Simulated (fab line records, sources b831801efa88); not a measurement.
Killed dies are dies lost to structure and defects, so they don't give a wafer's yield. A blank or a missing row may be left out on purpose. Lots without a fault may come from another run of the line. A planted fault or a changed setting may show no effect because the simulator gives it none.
Which tool did it? | flow gf180mcu | 14 lots, 42 wafers sampled, at 5 steps of a route of 602

WHAT THE GAUGES READ, wafer by wafer
GF_POLY_GATE_CD_MEAS_10: target cd 280 nm.
lot  | measured     | on        | cd_nm (nm)
L461 | day 9 03:26  | cd_sem-02 | 278.4 278.5 278.3
L462 | day 9 10:25  | cd_sem-01 | 279.2 278.5 279.4
L464 | day 10 08:08 | cd_sem-02 | 281.5 280.4 281.3
L465 | day 10 08:40 | cd_sem-02 | 281.0 280.7 281.9
L466 | day 11 01:01 | cd_sem-01 | 282.3 281.6 281.2
L467 | day 11 01:15 | cd_sem-02 | 278.7 278.9 279.2
L474 | day 13 02:43 | cd_sem-02 | 280.9 281.4 281.0
L475 | day 13 11:39 | cd_sem-02 | 279.8 280.2 279.6
L476 | day 13 12:55 | cd_sem-02 | 282.8 281.0 281.1
L477 | day 13 21:25 | cd_sem-02 | 280.4 280.7 279.7
L478 | day 14 04:29 | cd_sem-02 | 278.7 277.3 278.2
L480 | day 14 19:39 | cd_sem-01 | 279.4 279.7 279.7
L481 | day 15 02:52 | cd_sem-02 | 280.7 280.5 280.5
L482 | day 15 09:22 | cd_sem-01 | 280.8 280.8 280.6

GF_POLY_GATE_THK_MEAS_17.
lot  | measured     | on            | POLY_GATE_OXIDATION_THK (nm)
L461 | day 9 09:35  | film_metro-02 | 3.94 4.04 3.93
L462 | day 9 15:14  | film_metro-02 | 3.92 3.99 3.90
L464 | day 10 09:47 | film_metro-03 | 4.11 4.13 4.10
L465 | day 10 11:10 | film_metro-03 | 4.04 4.02 4.11
L466 | day 11 02:40 | film_metro-04 | 3.88 3.97 3.94
L467 | day 11 02:55 | film_metro-02 | 3.95 4.00 3.99
L474 | day 13 04:37 | film_metro-02 | 3.97 3.86 3.90
L475 | day 13 13:19 | film_metro-04 | 3.94 3.90 3.90
L476 | day 13 16:08 | film_metro-03 | 3.99 3.98 4.01
L477 | day 13 23:04 | film_metro-03 | 3.92 3.93 3.95
L478 | day 14 06:49 | film_metro-04 | 4.02 3.95 4.02
L480 | day 14 22:32 | film_metro-04 | 4.02 4.07 3.94
L481 | day 15 08:13 | film_metro-02 | 3.95 3.89 3.90
L482 | day 15 15:02 | film_metro-02 | 3.98 4.06 4.07

GF_HV_LDD_CD_MEAS_46: target cd 400 nm.
lot  | measured     | on        | cd_nm (nm)
L461 | day 12 16:07 | cd_sem-02 | 398.8 398.5 398.9
L462 | day 12 16:28 | cd_sem-02 | 400.6 398.6 401.5
L464 | day 13 15:12 | cd_sem-01 | 399.0 398.5 399.7
L465 | day 13 17:32 | cd_sem-01 | 404.7 400.3 403.4
L466 | day 14 10:38 | cd_sem-02 | 397.1 398.0 397.1
L467 | day 14 10:47 | cd_sem-01 | 396.4 398.1 397.5
L474 | day 16 18:44 | cd_sem-02 | 401.3 396.0 400.3
L475 | day 17 03:19 | cd_sem-01 | 400.8 401.7 401.0
L476 | day 17 06:17 | cd_sem-01 | 396.9 395.7 397.6
L477 | day 17 14:14 | cd_sem-01 | 400.9 399.6 401.7
L478 | day 18 00:10 | cd_sem-02 | 399.1 401.7 402.1
L480 | day 18 16:10 | cd_sem-01 | 399.3 401.2 400.5
L481 | day 19 04:05 | cd_sem-02 | 399.7 399.7 399.8
L482 | day 19 13:41 | cd_sem-01 | 401.2 405.3 405.3

GF_HV_LDD_THK_MEAS_55.
lot  | measured     | on            | HV_LDD_CVD_54_THK (nm)
L461 | day 12 17:49 | film_metro-02 | 9.88 10.20 9.99
L462 | day 12 18:10 | film_metro-02 | 10.01 9.96 9.83
L464 | day 13 16:54 | film_metro-02 | 14.04 14.00 13.96
L465 | day 13 19:18 | film_metro-04 | 14.05 14.04 14.08
L466 | day 14 12:59 | film_metro-02 | 14.15 14.08 14.22
L467 | day 14 12:58 | film_metro-04 | 14.11 14.16 14.22
L474 | day 16 20:28 | film_metro-02 | 10.06 10.04 10.09
L475 | day 17 05:35 | film_metro-04 | 9.84 9.78 9.89
L476 | day 17 07:59 | film_metro-01 | 9.95 9.82 9.96
L477 | day 17 16:29 | film_metro-04 | 9.88 10.04 10.03
L478 | day 18 02:23 | film_metro-02 | 10.04 10.10 10.01
L480 | day 18 17:54 | film_metro-02 | 9.93 10.02 10.08
L481 | day 19 06:18 | film_metro-02 | 9.85 9.94 9.92
L482 | day 19 15:25 | film_metro-02 | 10.15 10.21 10.12

WHICH TOOL RAN EACH LOT (tool, then ch and the chambers of the sampled wafers, then the start)
lot  | GF_HV_LDD_CVD_54
L461 | lpcvd-01 ch 1, day 12 16:46
L462 | lpcvd-02 ch 0, day 12 17:08
L464 | lpcvd-02 ch 1, day 13 15:52
L465 | lpcvd-02 ch 1, day 13 18:16
L466 | lpcvd-02 ch 1, day 14 11:56
L467 | lpcvd-02 ch 1, day 14 11:56
L474 | lpcvd-01 ch 0, day 16 19:26
L475 | lpcvd-02 ch 1, day 17 04:04
L476 | lpcvd-01 ch 1, day 17 06:58
L477 | lpcvd-02 ch 1, day 17 14:56
L478 | lpcvd-02 ch 1, day 18 00:52
L480 | lpcvd-02 ch 0, day 18 16:53
L481 | lpcvd-01 ch 1, day 19 04:46
L482 | lpcvd-01 ch 0, day 19 14:23
- GF_HV_LDD_CVD_54: deposits SiO2 from TEOS, target thk 10 nm, time 75 s.

WHAT THE TOOLS THEMSELVES READ (means of the sampled wafers that have a number; where no wafer has one, the mark that the record gives instead)
GF_HV_LDD_CVD_54.
lot  | tool     | spike_tc_bottom_C (C) | spike_tc_centre_C (C) | spike_tc_lower_C (C) | spike_tc_top_C (C) | spike_tc_upper_C (C) | zone_power_bottom_pct (%)
L461 | lpcvd-01 | 698                   | 682.1                 | 680.5                | 699.0              | 679.4                | 15.7
L462 | lpcvd-02 | 699                   | 682.0                 | 677.8                | 695.3              | 679.9                | 15.2
L464 | lpcvd-02 | 720                   | 694.2                 | 694.5                | 712.3              | 691.7                | 19.0
L465 | lpcvd-02 | 721                   | 696.0                 | 695.0                | 712.9              | 691.1                | 18.8
L466 | lpcvd-02 | 720                   | 694.2                 | 694.9                | 711.8              | 692.2                | 18.9
L467 | lpcvd-02 | 719                   | 695.5                 | 694.1                | 711.5              | 692.3                | 18.9
L474 | lpcvd-01 | 697                   | 680.5                 | 680.8                | 693.7              | 679.7                | 17.0
L475 | lpcvd-02 | 706                   | 681.1                 | 681.9                | 697.9              | 677.3                | 18.5
L476 | lpcvd-01 | 699                   | 682.9                 | 680.9                | 698.3              | 680.7                | 15.8
L477 | lpcvd-02 | 704                   | 681.5                 | 679.9                | 698.4              | 677.5                | 18.4
L478 | lpcvd-02 | 705                   | 680.7                 | 680.2                | 697.4              | 676.5                | 18.5
L480 | lpcvd-02 | 700                   | 681.9                 | 679.6                | 695.2              | 680.6                | 15.2
L481 | lpcvd-01 | 699                   | 683.1                 | 680.8                | 699.0              | 680.4                | 15.8
L482 | lpcvd-01 | 698                   | 680.4                 | 679.5                | 693.8              | 679.8                | 17.1

THE ANSWER, worked out from the rows above alone
Rule: what is usual is taken from the lots themselves. Put in order of their means at a reading, lots are off if they are a third of the lots or fewer, leave a main group of 4 or more, and stand apart from it by a gap of 3 or more times the standard deviation of the main group's means; of several such gaps the widest counts. A main group whose means are all the same, to the digits that the tables above print for the reading, isn't used. A lot without any number at a reading at which 4 lots or more have one is off too. The other lots that the step has rows for count as sound. The gauges are gone through in route order, then the tools' own readings, and for those a lot's mean is taken as printed above. The first step at which some lot is off is used, and at that step the reading that is off furthest; a lot without a number counts as furthest.
Off: L464, L465, L466, L467, at GF_HV_LDD_THK_MEAS_55 (HV_LDD_CVD_54_THK). The main group: mean 9.99 nm, standard deviation 0.089.
A tool fits if, at a process step before that reading, it ran every lot that is off, and no sound lot after the first of them. The gauges at GF_HV_LDD_THK_MEAS_55 aren't tried: what is off there is off at GF_HV_LDD_CVD_54 too, on other tools, and a gauge's error can't cause that. None of those tried fits.

WHAT THE SIMULATOR HAD PUT IN
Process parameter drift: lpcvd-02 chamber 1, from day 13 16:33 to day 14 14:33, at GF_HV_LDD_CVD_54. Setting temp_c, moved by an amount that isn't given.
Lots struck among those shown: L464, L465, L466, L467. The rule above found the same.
